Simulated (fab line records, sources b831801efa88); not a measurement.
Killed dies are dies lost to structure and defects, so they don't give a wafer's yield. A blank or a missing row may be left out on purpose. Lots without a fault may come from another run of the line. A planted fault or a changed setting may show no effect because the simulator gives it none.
fab line records | flow gf180mcu
record lots=15 wafers=45 last_day=34
route steps=602 shown DUAL_GATE@152 POLY_GATE@168 HV_LDD@186
lots that met no fault: from a run of the same line without faults
start_h: hours from the record's first day to the start of the lot's first wafer shown | wait_h: hours since the lot's step before | " the same as in the row above | L1.1+2: a row that stands for several wafers | - no value, or no start given | * or withheld: withheld | < > ~ a bound
route shown NAME@n: a module of which the file shows steps, and the number in the route of the first | usual: mean/standard deviation of fault-free wafers | same: alike in all rows | chamber/n: place in a boat | sites: the reading at each site | _std_site: their standard deviation | _edge_site: outer sites' mean less inner sites' | radius_mm: how far each site lies from the wafer's centre | mask NAME#n: copy n | behind: the tool/chamber that last shaped the wafer | hold: why the lot was held/for how many hours/how that ended | device: the transistor (n, p or np) that didn't switch | end of line: the same wafers' tests at the end of the route | a step without rows: its recipe alone | killed: dies lost to structure and defects at the first sort, not the wafer's yield | map: a wafer's dies, x killed, . not, _ none there
set.NAME: the setting as run; set.NAME@STEP: as run at that earlier step | model.NAME: the simulator's own value behind a step, which no gauge read
steps of the route over a sample of lots; a table a step, a row a wafer
services: from which hour (start_h, from the record's first day; less than 0 if before it) a tool's chamber was out of use, for how many hours, and why
## steps
# step GF_DUAL_GATE_OVL_MEAS_11
# usual DUAL_GATE_OVL=0.2/1.4
# columns lot.wafer tool chamber start_h wait_h DUAL_GATE_OVL[nm]
L840.2 overlay-01 - 187.83 0.1 0.1
L840.4 " - " " -1.3
L840.6 " - " " -1.4
L842.1 overlay-02 - 203.37 0.1 -0.8
L842.3 " - " " 1.1
L842.6 " - " " -0.4
L847.1 overlay-01 - 237.37 0.1 -0.3
L847.3 " - " " -0.7
L847.6 " - " " -0.3
L846.2 overlay-02 - 237.53 0.1 0.3
L846.3 " - " " -0.6
L846.6 " - " " 0.3
L848.1 overlay-02 - 249.17 0.1 0.3
L848.5 " - " " 2.2
L848.6 " - " " 1.8
L851.1 overlay-01 - 266.32 0.1 -1.5
L851.2 " - " " -1.7
L851.3 " - " " 0.3
L852.1 overlay-02 - 271.52 0.1 1.9
L852.2 " - " " 4.3
L852.6 " - " " 2.6
L853.1 overlay-02 - 275.97 0.1 1.5
L853.2 " - " " 1.7
L853.6 " - " " 1.3
L854.1 overlay-02 - 283.32 0.1 0.1
L854.3 " - " " -0.7
L854.5 " - " " 0.1
L856.3 overlay-01 - 299.33 0.1 -1.4
L856.5 " - " " 0.5
L856.6 " - " " -2.6
L857.3 overlay-02 - 303.88 0.1 1.1
L857.5 " - " " 1.2
L857.6 " - " " 0.7
L858.1 overlay-02 - 310.42 0.1 2.2
L858.2 " - " " 2.3
L858.5 " - " " 1.7
L859.3 overlay-02 - 317.03 0.1 -0.9
L859.4 " - " " -0.4
L859.5 " - " " -3.0
L860.1 overlay-01 - 325.27 0.1 0.4
L860.2 " - " " -1.2
L860.4 " - " " -0.7
L861.1 overlay-02 - 334.87 0.1 1.5
L861.2 " - " " 0.4
L861.4 " - " " 1.8
# step GF_POLY_GATE_OVL_MEAS_11
# usual POLY_GATE_OVL=0/5.6
# columns lot.wafer tool chamber start_h wait_h POLY_GATE_OVL[nm]
L840.2 overlay-02 - 209.30 0.1 4
L840.4 " - " " -4
L840.6 " - " " 6
L842.1 overlay-02 - 225.29 0.1 -8
L842.3 " - " " -3
L842.6 " - " " 3
L847.1 overlay-01 - 262.59 0.1 5
L847.3 " - " " 3
L847.6 " - " " 5
L846.2 overlay-01 - 263.20 0.1 0
L846.3 " - " " -3
L846.6 " - " " 9
L848.1 overlay-01 - 271.84 0.1 0
L848.5 " - " " -6
L848.6 " - " " -7
L851.1 overlay-01 - 289.84 0.1 1
L851.2 " - " " 3
L851.3 " - " " 3
L852.1 overlay-02 - 294.19 0.1 -4
L852.2 " - " " -10
L852.6 " - " " -14
L853.1 overlay-01 - 300.14 0.1 -9
L853.2 " - " " -1
L853.6 " - " " -1
L854.1 overlay-02 - 306.79 0.1 9
L854.3 " - " " 13
L854.5 " - " " 7
L856.3 overlay-01 - 323.05 0.1 -5
L856.5 " - " " -8
L856.6 " - " " -10
L857.3 overlay-02 - 328.40 0.1 -9
L857.5 " - " " -8
L857.6 " - " " -1
L858.1 overlay-01 - 335.44 0.1 -5
L858.2 " - " " 5
L858.5 " - " " -6
L859.3 overlay-02 - 342.00 0.1 2
L859.4 " - " " 4
L859.5 " - " " 5
L860.1 overlay-02 - 351.53 0.1 -6
L860.2 " - " " 3
L860.4 " - " " -1
L861.1 overlay-02 - 360.14 0.1 -1
L861.2 " - " " -4
L861.4 " - " " 3
# step GF_HV_LDD_STRIP_10
# recipe chemistry=O2/N2 power_w=1400 pressure_mtorr=1500 platen_temp_c=250 o2_flow_sccm=3000 n2_flow_sccm=300 overash_fraction=0.5
# usual drypump_motor_current_A=5.5/0.38 heater_power_w=349/54 oes_product_au=0.715/0.005 strip_time_to_endpoint_s=12.64/0.037
# columns lot.wafer tool chamber start_h wait_h drypump_motor_current_A heater_power_w oes_product_au rf_hours_counter_h strip_time_to_endpoint_s
L840.2 plasma_asher-01 1 233.38 0.1 6.1 298 0.712 60 12.62
L840.4 " 1 " " 6.1 296 0.715 - 12.64
L840.6 " 1 " " 6.1 297 0.715 - 12.66
L842.1 plasma_asher-03 0 248.22 0.1 5.0 437 0.717 13 12.63
L842.3 " 0 " " 5.1 426 0.714 - 12.62
L842.6 " 1 " " 5.3 326 0.720 - 12.64
L847.1 plasma_asher-03 1 284.47 0.1 5.4 329 0.711 16 12.64
L847.3 " 0 " " 5.0 445 0.716 - 12.65
L847.6 " 0 " " 5.0 439 0.714 - 12.63
L846.2 plasma_asher-03 0 285.12 0.1 5.0 434 0.706 16 12.68
L846.3 " 1 " " 5.3 322 0.715 - 12.63
L846.6 " 0 " " 5.0 432 0.728 - 12.69
L848.1 plasma_asher-01 0 293.13 0.1 5.9 354 0.718 67 12.63
L848.5 " 1 " " 6.1 295 0.722 - 12.66
L848.6 " 0 " " 5.9 356 0.715 - 12.68
L851.1 plasma_asher-02 1 312.33 0.1 5.8 349 0.715 69 12.61
L851.2 " 0 " " 5.7 290 0.709 69 12.64
L851.3 " 1 " " 5.8 342 0.717 - 12.59
L852.1 plasma_asher-02 0 316.52 0.1 5.7 280 0.723 70 12.62
L852.2 " 1 " " 5.8 344 0.721 70 12.59
L852.6 " 0 " " 5.7 279 0.717 - 12.61
L853.1 plasma_asher-03 1 323.47 0.1 5.3 326 0.714 21 12.60
L853.2 " 0 " " 5.1 427 0.714 21 12.61
L853.6 " 0 " " 5.1 441 0.715 - 12.63
L854.1 plasma_asher-03 0 329.33 0.1 5.1 442 0.716 22 12.61
L854.3 " 0 " " 5.0 435 0.718 - 12.64
L854.5 " 1 " " 5.4 324 0.713 - 12.62
L856.3 plasma_asher-03 1 346.76 0.1 5.4 325 0.705 - 12.65
L856.5 " 0 " " 5.0 440 0.721 - 12.69
L856.6 " 1 " " 5.4 318 0.717 - 12.69
L857.3 plasma_asher-02 0 351.81 0.1 5.7 280 0.709 - 12.63
L857.5 " 1 " " 5.7 340 0.714 - 12.66
L857.6 " 0 " " 5.6 277 0.716 - 12.63
L858.1 plasma_asher-01 1 359.93 0.1 6.0 288 0.711 71 12.67
L858.2 " 0 " " 5.9 346 0.717 71 12.70
L858.5 " 1 " " 6.0 294 0.725 - 12.65
L859.3 plasma_asher-03 1 365.96 0.1 5.4 322 0.720 - 12.58
L859.4 " 0 " " 5.1 433 0.718 - 12.57
L859.5 " 0 " " 5.0 436 0.713 - 12.58
L860.1 plasma_asher-01 1 375.72 0.1 6.1 298 0.718 72 12.63
L860.2 " 0 " " 5.9 340 0.723 72 12.64
L860.4 " 1 " " 6.0 303 0.714 - 12.62
L861.1 plasma_asher-01 1 386.67 0.1 6.0 296 0.715 74 12.68
L861.2 " 0 " " 5.9 339 0.706 74 12.66
L861.4 " 0 " " 5.9 350 0.730 - 12.67
# step GF_HV_LDD_EXPOSE_28
# recipe mask_id=Nplus_HV_AREA target_cd_nm=400 na=0.6 source_shape=conventional sigma_outer=0.6 dose_mj=140
# usual exposure_dose_mJ_cm2=139.99/0.15 focus_offset_nm=-0.1/0.5
# columns lot.wafer tool chamber start_h wait_h mask exposure_dose_mJ_cm2 focus_offset_nm
L840.2 iline_stepper-02 0 260.51 - Nplus_HV_AREA#0 140.01 -1.3
L840.4 " 0 " " Nplus_HV_AREA#0 139.84 -1.1
L840.6 " 0 " " Nplus_HV_AREA#0 139.72 -0.9
L842.1 iline_stepper-01 0 275.80 - Nplus_HV_AREA#0 140.23 -0.5
L842.3 " 0 " " Nplus_HV_AREA#0 140.26 -0.1
L842.6 " 0 " " Nplus_HV_AREA#0 139.95 0.4
L847.1 iline_stepper-01 - 314.82 - Nplus_HV_AREA#0 - -
L847.3 " - " " Nplus_HV_AREA#0 - -
L847.6 " - " " Nplus_HV_AREA#0 - -
L846.2 iline_stepper-01 - 315.44 - Nplus_HV_AREA#0 - -
L846.3 " - " " Nplus_HV_AREA#0 - -
L846.6 " - " " Nplus_HV_AREA#0 - -
L848.1 iline_stepper-02 - 325.14 - Nplus_HV_AREA#0 - -
L848.5 " - " " Nplus_HV_AREA#0 - -
L848.6 " - " " Nplus_HV_AREA#0 - -
L851.1 iline_stepper-02 0 344.07 - Nplus_HV_AREA#0 139.86 -0.6
L851.2 " 0 " " Nplus_HV_AREA#0 140.17 -0.2
L851.3 " 0 " " Nplus_HV_AREA#0 140.10 0.4
L852.1 iline_stepper-02 0 348.17 - Nplus_HV_AREA#0 139.99 -1.1
L852.2 " 0 " " Nplus_HV_AREA#0 139.76 -0.4
L852.6 " 0 " " Nplus_HV_AREA#0 139.87 -0.3
L853.1 iline_stepper-02 0 356.27 - Nplus_HV_AREA#0 139.83 -0.8
L853.2 " 0 " " Nplus_HV_AREA#0 139.92 -0.2
L853.6 " 0 " " Nplus_HV_AREA#0 140.02 -0.5
L854.1 iline_stepper-02 0 361.19 - Nplus_HV_AREA#0 140.20 -0.2
L854.3 " 0 " " Nplus_HV_AREA#0 140.08 0.2
L854.5 " 0 " " Nplus_HV_AREA#0 140.06 -0.3
L856.3 iline_stepper-02 0 380.26 - Nplus_HV_AREA#0 139.82 0.8
L856.5 " 0 " " Nplus_HV_AREA#0 140.10 0.7
L856.6 " 0 " " Nplus_HV_AREA#0 140.24 0.6
L857.3 iline_stepper-02 0 385.96 - Nplus_HV_AREA#0 139.87 -0.2
L857.5 " 0 " " Nplus_HV_AREA#0 139.86 0.0
L857.6 " 0 " " Nplus_HV_AREA#0 139.82 -1.0
L858.1 iline_stepper-02 0 393.71 - Nplus_HV_AREA#0 140.41 -0.9
L858.2 " 0 " " Nplus_HV_AREA#0 140.31 -0.6
L858.5 " 0 " " Nplus_HV_AREA#0 140.11 -0.5
L859.3 iline_stepper-02 0 401.31 - Nplus_HV_AREA#0 140.07 0.7
L859.4 " 0 " " Nplus_HV_AREA#0 140.10 -0.4
L859.5 " 0 " " Nplus_HV_AREA#0 140.06 -0.2
L860.1 iline_stepper-02 0 409.82 - Nplus_HV_AREA#0 140.21 0.2
L860.2 " 0 " " Nplus_HV_AREA#0 140.04 0.3
L860.4 " 0 " " Nplus_HV_AREA#0 140.02 -0.3
L861.1 iline_stepper-01 0 422.14 - Nplus_HV_AREA#0 140.17 -0.6
L861.2 " 0 " " Nplus_HV_AREA#0 139.94 -0.2
L861.4 " 0 " " Nplus_HV_AREA#0 140.18 0.0
## services
# columns tool chamber start_h hours kind
plasma_asher-02 - 239.30 5.8 repair
iline_stepper-01 - 268.85 1.7 pm
plasma_asher-01 - 294.66 1.0 repair
plasma_asher-01 - 302.50 28.1 pm
iline_stepper-01 0 330.89 - calibration
iline_stepper-01 - 355.33 28.9 pm
plasma_asher-03 - 357.01 4.4 repair
plasma_asher-01 - 364.35 3.7 repair
iline_stepper-02 0 373.90 - calibration
iline_stepper-01 - 384.22 2.1 pm
iline_stepper-01 - 386.30 - consumable_replace:lamp
iline_stepper-02 - 386.30 2.1 pm
iline_stepper-02 - 388.39 - consumable_replace:lamp
iline_stepper-02 - 388.39 1.7 pm
iline_stepper-02 - 403.27 1.7 repair
plasma_asher-03 - 417.15 16.4 repair
plasma_asher-01 - 421.25 9.0 pm
plasma_asher-01 0 421.25 9.0 vent_cycle
plasma_asher-01 1 421.25 9.0 vent_cycle
## key
first_sign step=GF_HV_LDD_EXPOSE_28 reading=tool_record direction=missing
effect none on later readings
met_at GF_HV_LDD_EXPOSE_28
struck_lots L846,L847,L848
later_rows_left_out L846.2,L846.3,L846.6,L847.1,L847.3,L847.6,L848.1,L848.5,L848.6
sort_left_out L846.2,L846.3,L846.6,L847.1,L847.3,L847.6,L848.1,L848.5,L848.6
tester_left_out L846,L847,L848
not_acting_at GF_DUAL_GATE_OVL_MEAS_11,GF_POLY_GATE_OVL_MEAS_11,GF_HV_LDD_STRIP_10
onset_between 275.80 314.82
fault kind=skipped_step_whole tool=iline_stepper-01,iline_stepper-02 chamber=- onset_h=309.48 steps=GF_HV_LDD_EXPOSE_28 scope=struck_lots_only
# tester_left_out: of these lots the tester's yield and bins aren't shown, on N5 and GAA mostly nor the transistor test; their killed dies are dies lost to structure and defects alone, not to doping, threshold or leakage, so they don't give the yield
# sort_left_out: the simulated sort isn't trusted on such a fault, so these wafers' sort isn't shown, and their yield isn't known
# later_rows_left_out: the simulator's readings of these wafers behind a module that went badly wrong aren't trusted and aren't shown, but for the sort
